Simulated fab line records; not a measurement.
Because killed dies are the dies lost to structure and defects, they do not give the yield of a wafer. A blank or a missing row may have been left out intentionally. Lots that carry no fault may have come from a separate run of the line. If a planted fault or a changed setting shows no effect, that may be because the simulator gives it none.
fab line records / flow gf180mcu
record: lots: 13 wafers: 39 lastDay: 34
route steps=602 shown M3@424 V3@447 V4@498 MIM@521
lots with no fault: from the same line, run without faults
startH: hours from the record's opening day to when the first of the lot's shown wafers began / waitH: hours since the lot's step before / " repeats the value in the row above / L1.1+2: one row covering several wafers at once / - no value, or no start given / * or withheld: withheld / < > ~ a bound
route shown NAME@n: NAME is a module with steps in the file, n the number in the route of the first one / usual: mean/standard deviation of fault-free wafers / same: alike in all rows / chamber/n: place in a boat / sites: readings site by site / _std_site: the values' standard deviation / _edge_site: mean of outer sites minus mean of inner sites / radiusMm: for every site, how far away it sits from the centre of the wafer / mask NAME#n: copy n / behind: the last tool/chamber to shape the wafer / hold: the reason the lot was held/the length of the hold in hours/how it ended / device: names the non-switching transistor (n, p or np) / end of line: tests run on the same wafers once the route is complete / step lacking rows: just its recipe / killed: the dies lost at the first sort to structure and to defects; this is not the yield of the wafer / map: shows each die of a wafer: x if killed, . if not, _ if none is there
set.NAME: setting as actually run; set.NAME@STEP: the setting as run at that earlier step / model.NAME: the simulator's own value behind a step, which no gauge read
the route's steps for a sample of lots (tables are steps, rows are wafers)
services: the hour from which a tool's chamber was out of use, counted from the record's first day as startH (under 0 if before that day), plus the number of hours and why
== steps ==
step: GF_M3_OVL_MEAS_15
usual: M3_OVL: -1/5.2
lot.wafer=L609.2 tool=overlay-02 chamber=- startH=493.61 waitH=0.1 M3_OVL[nm]=1
lot.wafer=L609.5 tool=overlay-02 chamber=- startH=493.61 waitH=0.1 M3_OVL[nm]=-8
lot.wafer=L609.6 tool=overlay-02 chamber=- startH=493.61 waitH=0.1 M3_OVL[nm]=-2
lot.wafer=L610.2 tool=overlay-01 chamber=- startH=502.76 waitH=0.1 M3_OVL[nm]=-5
lot.wafer=L610.3 tool=overlay-01 chamber=- startH=502.76 waitH=0.1 M3_OVL[nm]=-7
lot.wafer=L610.4 tool=overlay-01 chamber=- startH=502.76 waitH=0.1 M3_OVL[nm]=-9
lot.wafer=L611.1 tool=overlay-02 chamber=- startH=511.26 waitH=0.1 M3_OVL[nm]=-9
lot.wafer=L611.4 tool=overlay-02 chamber=- startH=511.26 waitH=0.1 M3_OVL[nm]=-8
lot.wafer=L611.6 tool=overlay-02 chamber=- startH=511.26 waitH=0.1 M3_OVL[nm]=0
lot.wafer=L617.4 tool=overlay-01 chamber=- startH=560.83 waitH=0.1 M3_OVL[nm]=-3
lot.wafer=L617.5 tool=overlay-01 chamber=- startH=560.83 waitH=0.1 M3_OVL[nm]=2
lot.wafer=L617.6 tool=overlay-01 chamber=- startH=560.83 waitH=0.1 M3_OVL[nm]=4
lot.wafer=L620.1 tool=overlay-02 chamber=- startH=580.31 waitH=0.1 M3_OVL[nm]=1
lot.wafer=L620.4 tool=overlay-02 chamber=- startH=580.31 waitH=0.1 M3_OVL[nm]=0
lot.wafer=L620.6 tool=overlay-02 chamber=- startH=580.31 waitH=0.1 M3_OVL[nm]=0
lot.wafer=L622.2 tool=overlay-02 chamber=- startH=595.21 waitH=0.1 M3_OVL[nm]=-2
lot.wafer=L622.4 tool=overlay-02 chamber=- startH=595.21 waitH=0.1 M3_OVL[nm]=-7
lot.wafer=L622.6 tool=overlay-02 chamber=- startH=595.21 waitH=0.1 M3_OVL[nm]=-5
lot.wafer=L623.1 tool=overlay-02 chamber=- startH=604.66 waitH=0.1 M3_OVL[nm]=8
lot.wafer=L623.2 tool=overlay-02 chamber=- startH=604.66 waitH=0.1 M3_OVL[nm]=7
lot.wafer=L623.6 tool=overlay-02 chamber=- startH=604.66 waitH=0.1 M3_OVL[nm]=8
lot.wafer=L626.1 tool=overlay-02 chamber=- startH=627.57 waitH=0.1 M3_OVL[nm]=8
lot.wafer=L626.3 tool=overlay-02 chamber=- startH=627.57 waitH=0.1 M3_OVL[nm]=2
lot.wafer=L626.4 tool=overlay-02 chamber=- startH=627.57 waitH=0.1 M3_OVL[nm]=8
lot.wafer=L628.1 tool=overlay-02 chamber=- startH=645.31 waitH=0.1 M3_OVL[nm]=-11
lot.wafer=L628.3 tool=overlay-02 chamber=- startH=645.31 waitH=0.1 M3_OVL[nm]=-6
lot.wafer=L628.6 tool=overlay-02 chamber=- startH=645.31 waitH=0.1 M3_OVL[nm]=-8
lot.wafer=L629.1 tool=overlay-02 chamber=- startH=647.41 waitH=0.1 M3_OVL[nm]=6
lot.wafer=L629.4 tool=overlay-02 chamber=- startH=647.41 waitH=0.1 M3_OVL[nm]=6
lot.wafer=L629.6 tool=overlay-02 chamber=- startH=647.41 waitH=0.1 M3_OVL[nm]=5
lot.wafer=L630.2 tool=overlay-01 chamber=- startH=656.21 waitH=0.1 M3_OVL[nm]=-3
lot.wafer=L630.4 tool=overlay-01 chamber=- startH=656.21 waitH=0.1 M3_OVL[nm]=4
lot.wafer=L630.6 tool=overlay-01 chamber=- startH=656.21 waitH=0.1 M3_OVL[nm]=-1
lot.wafer=L631.1 tool=overlay-01 chamber=- startH=658.57 waitH=0.1 M3_OVL[nm]=-7
lot.wafer=L631.2 tool=overlay-01 chamber=- startH=658.57 waitH=0.1 M3_OVL[nm]=4
lot.wafer=L631.5 tool=overlay-01 chamber=- startH=658.57 waitH=0.1 M3_OVL[nm]=-8
lot.wafer=L632.1 tool=overlay-01 chamber=- startH=667.46 waitH=0.1 M3_OVL[nm]=3
lot.wafer=L632.3 tool=overlay-01 chamber=- startH=667.46 waitH=0.1 M3_OVL[nm]=1
lot.wafer=L632.6 tool=overlay-01 chamber=- startH=667.46 waitH=0.1 M3_OVL[nm]=-5
step: GF_V3_STRIP_18
recipe: chemistry: O2/N2 powerW: 1400 pressureMtorr: 1500 platenTempC: 250 o2FlowSccm: 3000 n2FlowSccm: 300 overashFraction: 0.5
usual: drypumpMotorCurrentA: 5.6/0.49 heaterPowerW: 353/38 oesProductAu: 0.592/0.0043
lot.wafer=L609.2 tool=plasmaAsher-02 chamber=1 startH=517.86 waitH=- drypumpMotorCurrentA=5.7 heaterPowerW=336 oesProductAu=0.596 rfHoursCounterH=46
lot.wafer=L609.5 tool=plasmaAsher-02 chamber=1 startH=517.86 waitH=- drypumpMotorCurrentA=5.7 heaterPowerW=337 oesProductAu=0.591 rfHoursCounterH=-
lot.wafer=L609.6 tool=plasmaAsher-02 chamber=0 startH=517.86 waitH=- drypumpMotorCurrentA=6.6 heaterPowerW=358 oesProductAu=0.592 rfHoursCounterH=-
lot.wafer=L610.2 tool=plasmaAsher-03 chamber=0 startH=527.36 waitH=- drypumpMotorCurrentA=5.4 heaterPowerW=336 oesProductAu=0.595 rfHoursCounterH=86
lot.wafer=L610.3 tool=plasmaAsher-03 chamber=1 startH=527.36 waitH=- drypumpMotorCurrentA=6.1 heaterPowerW=363 oesProductAu=0.600 rfHoursCounterH=-
lot.wafer=L610.4 tool=plasmaAsher-03 chamber=0 startH=527.36 waitH=- drypumpMotorCurrentA=5.5 heaterPowerW=351 oesProductAu=0.588 rfHoursCounterH=-
lot.wafer=L611.1 tool=plasmaAsher-01 chamber=1 startH=535.57 waitH=- drypumpMotorCurrentA=5.4 heaterPowerW=405 oesProductAu=0.592 rfHoursCounterH=10
lot.wafer=L611.4 tool=plasmaAsher-01 chamber=0 startH=535.57 waitH=- drypumpMotorCurrentA=5.1 heaterPowerW=304 oesProductAu=0.588 rfHoursCounterH=-
lot.wafer=L611.6 tool=plasmaAsher-01 chamber=1 startH=535.57 waitH=- drypumpMotorCurrentA=5.4 heaterPowerW=389 oesProductAu=0.595 rfHoursCounterH=-
lot.wafer=L617.4 tool=plasmaAsher-03 chamber=0 startH=584.31 waitH=- drypumpMotorCurrentA=5.5 heaterPowerW=335 oesProductAu=0.589 rfHoursCounterH=-
lot.wafer=L617.5 tool=plasmaAsher-03 chamber=0 startH=584.31 waitH=- drypumpMotorCurrentA=5.5 heaterPowerW=343 oesProductAu=0.592 rfHoursCounterH=-
lot.wafer=L617.6 tool=plasmaAsher-03 chamber=1 startH=584.31 waitH=- drypumpMotorCurrentA=6.1 heaterPowerW=366 oesProductAu=0.594 rfHoursCounterH=-
lot.wafer=L620.1 tool=plasmaAsher-03 chamber=1 startH=603.62 waitH=- drypumpMotorCurrentA=6.1 heaterPowerW=367 oesProductAu=0.592 rfHoursCounterH=94
lot.wafer=L620.4 tool=plasmaAsher-03 chamber=1 startH=603.62 waitH=- drypumpMotorCurrentA=6.1 heaterPowerW=368 oesProductAu=0.587 rfHoursCounterH=-
lot.wafer=L620.6 tool=plasmaAsher-03 chamber=1 startH=603.62 waitH=- drypumpMotorCurrentA=6.1 heaterPowerW=366 oesProductAu=0.590 rfHoursCounterH=-
lot.wafer=L622.2 tool=plasmaAsher-01 chamber=1 startH=618.22 waitH=- drypumpMotorCurrentA=5.4 heaterPowerW=400 oesProductAu=0.594 rfHoursCounterH=19
lot.wafer=L622.4 tool=plasmaAsher-01 chamber=1 startH=618.22 waitH=- drypumpMotorCurrentA=5.4 heaterPowerW=413 oesProductAu=0.596 rfHoursCounterH=-
lot.wafer=L622.6 tool=plasmaAsher-01 chamber=1 startH=618.22 waitH=- drypumpMotorCurrentA=5.4 heaterPowerW=411 oesProductAu=0.598 rfHoursCounterH=-
lot.wafer=L623.1 tool=plasmaAsher-01 chamber=1 startH=626.78 waitH=- drypumpMotorCurrentA=5.4 heaterPowerW=408 oesProductAu=0.591 rfHoursCounterH=20
lot.wafer=L623.2 tool=plasmaAsher-01 chamber=0 startH=626.78 waitH=- drypumpMotorCurrentA=5.1 heaterPowerW=303 oesProductAu=0.598 rfHoursCounterH=20
lot.wafer=L623.6 tool=plasmaAsher-01 chamber=1 startH=626.78 waitH=- drypumpMotorCurrentA=5.4 heaterPowerW=407 oesProductAu=0.586 rfHoursCounterH=-
lot.wafer=L626.1 tool=plasmaAsher-01 chamber=1 startH=649.32 waitH=- drypumpMotorCurrentA=5.4 heaterPowerW=405 oesProductAu=0.582 rfHoursCounterH=23
lot.wafer=L626.3 tool=plasmaAsher-01 chamber=1 startH=649.32 waitH=- drypumpMotorCurrentA=5.4 heaterPowerW=409 oesProductAu=0.590 rfHoursCounterH=-
lot.wafer=L626.4 tool=plasmaAsher-01 chamber=0 startH=649.32 waitH=- drypumpMotorCurrentA=5.1 heaterPowerW=298 oesProductAu=0.590 rfHoursCounterH=-
lot.wafer=L628.1 tool=plasmaAsher-02 chamber=0 startH=666.76 waitH=- drypumpMotorCurrentA=6.6 heaterPowerW=362 oesProductAu=0.593 rfHoursCounterH=59
lot.wafer=L628.3 tool=plasmaAsher-02 chamber=1 startH=666.76 waitH=- drypumpMotorCurrentA=5.7 heaterPowerW=331 oesProductAu=0.586 rfHoursCounterH=-
lot.wafer=L628.6 tool=plasmaAsher-02 chamber=1 startH=666.76 waitH=- drypumpMotorCurrentA=5.7 heaterPowerW=335 oesProductAu=0.588 rfHoursCounterH=-
lot.wafer=L629.1 tool=plasmaAsher-01 chamber=0 startH=668.67 waitH=- drypumpMotorCurrentA=5.1 heaterPowerW=295 oesProductAu=0.587 rfHoursCounterH=25
lot.wafer=L629.4 tool=plasmaAsher-01 chamber=1 startH=668.67 waitH=- drypumpMotorCurrentA=5.4 heaterPowerW=403 oesProductAu=0.585 rfHoursCounterH=-
lot.wafer=L629.6 tool=plasmaAsher-01 chamber=1 startH=668.67 waitH=- drypumpMotorCurrentA=5.4 heaterPowerW=409 oesProductAu=0.590 rfHoursCounterH=-
lot.wafer=L630.2 tool=plasmaAsher-01 chamber=0 startH=677.07 waitH=- drypumpMotorCurrentA=5.1 heaterPowerW=310 oesProductAu=0.594 rfHoursCounterH=26
lot.wafer=L630.4 tool=plasmaAsher-01 chamber=1 startH=677.07 waitH=- drypumpMotorCurrentA=5.4 heaterPowerW=409 oesProductAu=0.598 rfHoursCounterH=-
lot.wafer=L630.6 tool=plasmaAsher-01 chamber=1 startH=677.07 waitH=- drypumpMotorCurrentA=5.4 heaterPowerW=398 oesProductAu=0.598 rfHoursCounterH=-
lot.wafer=L631.1 tool=plasmaAsher-03 chamber=1 startH=679.41 waitH=- drypumpMotorCurrentA=6.1 heaterPowerW=365 oesProductAu=0.596 rfHoursCounterH=103
lot.wafer=L631.2 tool=plasmaAsher-03 chamber=0 startH=679.41 waitH=- drypumpMotorCurrentA=5.5 heaterPowerW=341 oesProductAu=0.602 rfHoursCounterH=103
lot.wafer=L631.5 tool=plasmaAsher-03 chamber=1 startH=679.41 waitH=- drypumpMotorCurrentA=6.1 heaterPowerW=381 oesProductAu=0.585 rfHoursCounterH=-
lot.wafer=L632.1 tool=plasmaAsher-02 chamber=0 startH=687.87 waitH=- drypumpMotorCurrentA=6.6 heaterPowerW=368 oesProductAu=0.597 rfHoursCounterH=62
lot.wafer=L632.3 tool=plasmaAsher-02 chamber=1 startH=687.87 waitH=- drypumpMotorCurrentA=5.7 heaterPowerW=329 oesProductAu=0.587 rfHoursCounterH=-
lot.wafer=L632.6 tool=plasmaAsher-02 chamber=0 startH=687.87 waitH=- drypumpMotorCurrentA=6.6 heaterPowerW=364 oesProductAu=0.592 rfHoursCounterH=-
step: GF_V4_SPUTTER_22
recipe: material: TiN targetThkNm: 10 chamberPressurePa: 5 powerW: 4000 timeS: 40
usual: throttleValvePct: 30.3/0.58
lot.wafer=L609.2 tool=pvdSputter-01 chamber=- startH=566.16 waitH=0.0 throttleValvePct=30.9
lot.wafer=L609.5 tool=pvdSputter-01 chamber=- startH=566.16 waitH=0.0 throttleValvePct=31.4
lot.wafer=L609.6 tool=pvdSputter-01 chamber=- startH=566.16 waitH=0.0 throttleValvePct=30.2
lot.wafer=L610.2 tool=pvdSputter-03 chamber=- startH=575.58 waitH=0.0 throttleValvePct=30.6
lot.wafer=L610.3 tool=pvdSputter-03 chamber=- startH=575.58 waitH=0.0 throttleValvePct=30.4
lot.wafer=L610.4 tool=pvdSputter-03 chamber=- startH=575.58 waitH=0.0 throttleValvePct=28.7
lot.wafer=L611.1 tool=pvdSputter-02 chamber=- startH=584.16 waitH=0.0 throttleValvePct=29.7
lot.wafer=L611.4 tool=pvdSputter-02 chamber=- startH=584.16 waitH=0.0 throttleValvePct=30.2
lot.wafer=L611.6 tool=pvdSputter-02 chamber=- startH=584.16 waitH=0.0 throttleValvePct=30.0
lot.wafer=L617.4 tool=pvdSputter-01 chamber=- startH=630.55 waitH=0.0 throttleValvePct=30.1
lot.wafer=L617.5 tool=pvdSputter-01 chamber=- startH=630.55 waitH=0.0 throttleValvePct=30.0
lot.wafer=L617.6 tool=pvdSputter-01 chamber=- startH=630.55 waitH=0.0 throttleValvePct=30.5
lot.wafer=L620.1 tool=pvdSputter-02 chamber=- startH=648.80 waitH=0.0 throttleValvePct=31.2
lot.wafer=L620.4 tool=pvdSputter-02 chamber=- startH=648.80 waitH=0.0 throttleValvePct=30.6
lot.wafer=L620.6 tool=pvdSputter-02 chamber=- startH=648.80 waitH=0.0 throttleValvePct=30.6
lot.wafer=L622.2 tool=pvdSputter-02 chamber=- startH=663.29 waitH=0.0 throttleValvePct=30.3
lot.wafer=L622.4 tool=pvdSputter-02 chamber=- startH=663.29 waitH=0.0 throttleValvePct=30.7
lot.wafer=L622.6 tool=pvdSputter-02 chamber=- startH=663.29 waitH=0.0 throttleValvePct=29.6
lot.wafer=L623.1 tool=pvdSputter-01 chamber=- startH=670.08 waitH=0.0 throttleValvePct=30.1
lot.wafer=L623.2 tool=pvdSputter-01 chamber=- startH=670.08 waitH=0.0 throttleValvePct=30.9
lot.wafer=L623.6 tool=pvdSputter-01 chamber=- startH=670.08 waitH=0.0 throttleValvePct=29.9
lot.wafer=L626.1 tool=pvdSputter-03 chamber=- startH=692.47 waitH=0.0 throttleValvePct=30.2
lot.wafer=L626.3 tool=pvdSputter-03 chamber=- startH=692.47 waitH=0.0 throttleValvePct=30.4
lot.wafer=L626.4 tool=pvdSputter-03 chamber=- startH=692.47 waitH=0.0 throttleValvePct=28.9
lot.wafer=L628.1 tool=pvdSputter-01 chamber=- startH=708.61 waitH=0.0 throttleValvePct=30.1
lot.wafer=L628.3 tool=pvdSputter-01 chamber=- startH=708.61 waitH=0.0 throttleValvePct=30.3
lot.wafer=L628.6 tool=pvdSputter-01 chamber=- startH=708.61 waitH=0.0 throttleValvePct=31.1
lot.wafer=L629.1 tool=pvdSputter-03 chamber=- startH=711.02 waitH=0.0 throttleValvePct=30.4
lot.wafer=L629.4 tool=pvdSputter-03 chamber=- startH=711.02 waitH=0.0 throttleValvePct=30.5
lot.wafer=L629.6 tool=pvdSputter-03 chamber=- startH=711.02 waitH=0.0 throttleValvePct=30.6
lot.wafer=L630.2 tool=pvdSputter-02 chamber=- startH=717.77 waitH=0.0 throttleValvePct=30.4
lot.wafer=L630.4 tool=pvdSputter-02 chamber=- startH=717.77 waitH=0.0 throttleValvePct=29.9
lot.wafer=L630.6 tool=pvdSputter-02 chamber=- startH=717.77 waitH=0.0 throttleValvePct=30.3
lot.wafer=L631.1 tool=pvdSputter-03 chamber=- startH=719.66 waitH=0.0 throttleValvePct=30.4
lot.wafer=L631.2 tool=pvdSputter-03 chamber=- startH=719.66 waitH=0.0 throttleValvePct=28.7
lot.wafer=L631.5 tool=pvdSputter-03 chamber=- startH=719.66 waitH=0.0 throttleValvePct=30.3
lot.wafer=L632.1 tool=pvdSputter-01 chamber=- startH=727.57 waitH=0.0 throttleValvePct=30.2
lot.wafer=L632.3 tool=pvdSputter-01 chamber=- startH=727.57 waitH=0.0 throttleValvePct=30.6
lot.wafer=L632.6 tool=pvdSputter-01 chamber=- startH=727.57 waitH=0.0 throttleValvePct=29.8
step: GF_MIM_DEVELOP_18
recipe: developTimeS: 60 devTempC: 23
usual: chillPlateTempC: 23.00/0.11 developerTempC: 22.99/0.11 resistLineTempC: 22.98/0.1
lot.wafer=L609.2 tool=lithoTrack-03 chamber=0 startH=588.06 waitH=0.1 chillPlateTempC=23.11 developerTempC=22.86 resistLineTempC=22.90
lot.wafer=L609.5 tool=lithoTrack-03 chamber=0 startH=588.06 waitH=0.1 chillPlateTempC=22.88 developerTempC=22.80 resistLineTempC=22.91
lot.wafer=L609.6 tool=lithoTrack-03 chamber=0 startH=588.06 waitH=0.1 chillPlateTempC=22.95 developerTempC=22.83 resistLineTempC=22.81
lot.wafer=L610.2 tool=lithoTrack-03 chamber=0 startH=597.76 waitH=0.1 chillPlateTempC=22.97 developerTempC=22.91 resistLineTempC=23.02
lot.wafer=L610.3 tool=lithoTrack-03 chamber=0 startH=597.76 waitH=0.1 chillPlateTempC=22.89 developerTempC=22.96 resistLineTempC=23.09
lot.wafer=L610.4 tool=lithoTrack-03 chamber=0 startH=597.76 waitH=0.1 chillPlateTempC=22.91 developerTempC=22.82 resistLineTempC=23.12
lot.wafer=L611.1 tool=lithoTrack-02 chamber=0 startH=606.75 waitH=0.1 chillPlateTempC=22.69 developerTempC=22.98 resistLineTempC=23.18
lot.wafer=L611.4 tool=lithoTrack-02 chamber=0 startH=606.75 waitH=0.1 chillPlateTempC=22.95 developerTempC=23.05 resistLineTempC=23.05
lot.wafer=L611.6 tool=lithoTrack-02 chamber=0 startH=606.75 waitH=0.1 chillPlateTempC=22.82 developerTempC=23.05 resistLineTempC=22.99
lot.wafer=L617.4 tool=lithoTrack-02 chamber=0 startH=650.87 waitH=0.1 chillPlateTempC=23.12 developerTempC=22.20 resistLineTempC=23.04
lot.wafer=L617.5 tool=lithoTrack-02 chamber=0 startH=650.87 waitH=0.1 chillPlateTempC=23.10 developerTempC=22.08 resistLineTempC=22.93
lot.wafer=L617.6 tool=lithoTrack-02 chamber=0 startH=650.87 waitH=0.1 chillPlateTempC=23.19 developerTempC=22.13 resistLineTempC=23.16
lot.wafer=L620.1 tool=lithoTrack-02 chamber=0 startH=669.34 waitH=0.1 chillPlateTempC=23.01 developerTempC=22.16 resistLineTempC=23.01
lot.wafer=L620.4 tool=lithoTrack-02 chamber=0 startH=669.34 waitH=0.1 chillPlateTempC=22.82 developerTempC=22.06 resistLineTempC=22.87
lot.wafer=L620.6 tool=lithoTrack-02 chamber=0 startH=669.34 waitH=0.1 chillPlateTempC=23.05 developerTempC=22.07 resistLineTempC=22.95
lot.wafer=L622.2 tool=lithoTrack-03 chamber=0 startH=683.61 waitH=0.1 chillPlateTempC=23.01 developerTempC=22.98 resistLineTempC=23.11
lot.wafer=L622.4 tool=lithoTrack-03 chamber=0 startH=683.61 waitH=0.1 chillPlateTempC=23.06 developerTempC=22.98 resistLineTempC=22.96
lot.wafer=L622.6 tool=lithoTrack-03 chamber=0 startH=683.61 waitH=0.1 chillPlateTempC=23.06 developerTempC=22.99 resistLineTempC=23.05
lot.wafer=L623.1 tool=lithoTrack-01 chamber=0 startH=690.29 waitH=0.1 chillPlateTempC=23.11 developerTempC=22.85 resistLineTempC=22.94
lot.wafer=L623.2 tool=lithoTrack-01 chamber=0 startH=690.29 waitH=0.1 chillPlateTempC=23.02 developerTempC=22.90 resistLineTempC=22.87
lot.wafer=L623.6 tool=lithoTrack-01 chamber=0 startH=690.29 waitH=0.1 chillPlateTempC=22.91 developerTempC=23.03 resistLineTempC=22.95
lot.wafer=L626.1 tool=lithoTrack-03 chamber=0 startH=711.49 waitH=0.1 chillPlateTempC=23.02 developerTempC=22.90 resistLineTempC=23.06
lot.wafer=L626.3 tool=lithoTrack-03 chamber=0 startH=711.49 waitH=0.1 chillPlateTempC=23.02 developerTempC=23.06 resistLineTempC=22.99
lot.wafer=L626.4 tool=lithoTrack-03 chamber=0 startH=711.49 waitH=0.1 chillPlateTempC=22.81 developerTempC=23.16 resistLineTempC=23.04
lot.wafer=L628.1 tool=lithoTrack-02 chamber=0 startH=726.79 waitH=0.1 chillPlateTempC=22.98 developerTempC=23.29 resistLineTempC=22.85
lot.wafer=L628.3 tool=lithoTrack-02 chamber=0 startH=726.79 waitH=0.1 chillPlateTempC=23.16 developerTempC=23.10 resistLineTempC=22.98
lot.wafer=L628.6 tool=lithoTrack-02 chamber=0 startH=726.79 waitH=0.1 chillPlateTempC=23.09 developerTempC=23.15 resistLineTempC=22.96
lot.wafer=L629.1 tool=lithoTrack-03 chamber=0 startH=729.44 waitH=0.1 chillPlateTempC=22.99 developerTempC=22.99 resistLineTempC=22.99
lot.wafer=L629.4 tool=lithoTrack-03 chamber=0 startH=729.44 waitH=0.1 chillPlateTempC=22.97 developerTempC=22.95 resistLineTempC=23.22
lot.wafer=L629.6 tool=lithoTrack-03 chamber=0 startH=729.44 waitH=0.1 chillPlateTempC=22.92 developerTempC=22.78 resistLineTempC=23.03
lot.wafer=L630.2 tool=lithoTrack-03 chamber=0 startH=735.91 waitH=0.1 chillPlateTempC=22.82 developerTempC=23.07 resistLineTempC=23.04
lot.wafer=L630.4 tool=lithoTrack-03 chamber=0 startH=735.91 waitH=0.1 chillPlateTempC=23.03 developerTempC=23.13 resistLineTempC=22.95
lot.wafer=L630.6 tool=lithoTrack-03 chamber=0 startH=735.91 waitH=0.1 chillPlateTempC=22.94 developerTempC=23.15 resistLineTempC=22.86
lot.wafer=L631.1 tool=lithoTrack-02 chamber=0 startH=737.84 waitH=0.1 chillPlateTempC=23.16 developerTempC=23.06 resistLineTempC=23.26
lot.wafer=L631.2 tool=lithoTrack-02 chamber=0 startH=737.84 waitH=0.1 chillPlateTempC=23.10 developerTempC=22.91 resistLineTempC=23.14
lot.wafer=L631.5 tool=lithoTrack-02 chamber=0 startH=737.84 waitH=0.1 chillPlateTempC=22.94 developerTempC=23.03 resistLineTempC=23.00
lot.wafer=L632.1 tool=lithoTrack-01 chamber=0 startH=745.34 waitH=0.1 chillPlateTempC=23.03 developerTempC=23.04 resistLineTempC=22.97
lot.wafer=L632.3 tool=lithoTrack-01 chamber=0 startH=745.34 waitH=0.1 chillPlateTempC=23.02 developerTempC=22.97 resistLineTempC=22.84
lot.wafer=L632.6 tool=lithoTrack-01 chamber=0 startH=745.34 waitH=0.1 chillPlateTempC=22.96 developerTempC=22.92 resistLineTempC=22.95
== services ==
tool=pvdSputter-02 chamber=- startH=518.16 hours=1.0 kind=repair
tool=plasmaAsher-01 chamber=- startH=563.21 hours=0.4 kind=repair
tool=pvdSputter-02 chamber=- startH=615.35 hours=30.1 kind=repair
tool=plasmaAsher-02 chamber=- startH=617.51 hours=28.1 kind=pm
tool=plasmaAsher-03 chamber=- startH=617.92 hours=4.5 kind=repair
tool=plasmaAsher-01 chamber=- startH=658.70 hours=0.7 kind=repair
tool=pvdSputter-03 chamber=- startH=671.26 hours=3.5 kind=repair
tool=plasmaAsher-03 chamber=- startH=682.79 hours=2.2 kind=repair
tool=pvdSputter-02 chamber=- startH=706.00 hours=3.2 kind=repair
tool=plasmaAsher-03 chamber=- startH=714.05 hours=0.8 kind=repair
tool=plasmaAsher-03 chamber=- startH=733.76 hours=9.0 kind=pm
tool=plasmaAsher-03 chamber=0 startH=733.76 hours=9.0 kind=ventCycle
tool=plasmaAsher-03 chamber=1 startH=733.76 hours=9.0 kind=ventCycle
tool=plasmaAsher-03 chamber=- startH=734.03 hours=1.5 kind=repair
tool=plasmaAsher-01 chamber=- startH=737.03 hours=2.8 kind=pm
tool=plasmaAsher-03 chamber=0 startH=742.76 hours=- kind=clean
tool=plasmaAsher-03 chamber=1 startH=742.76 hours=- kind=clean
== key ==
firstSign: step: GF_MIM_DEVELOP_18 reading: developerTempC direction: down sigmas: 8.1 usual: * struck: *
effect none on later readings
metAt GF_MIM_DEVELOP_18
struckLots L617,L620
notActingAt GF_M3_OVL_MEAS_15,GF_V3_STRIP_18,GF_V4_SPUTTER_22
onsetBetween 606.75 650.87
fault: kind: processParameterDrift tool: lithoTrack-02 chamber: - onsetH: 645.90 steps: GF_MIM_DEVELOP_18 channel: devTempC offset: * shape: step endH: 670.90 actsIn: * stated: *
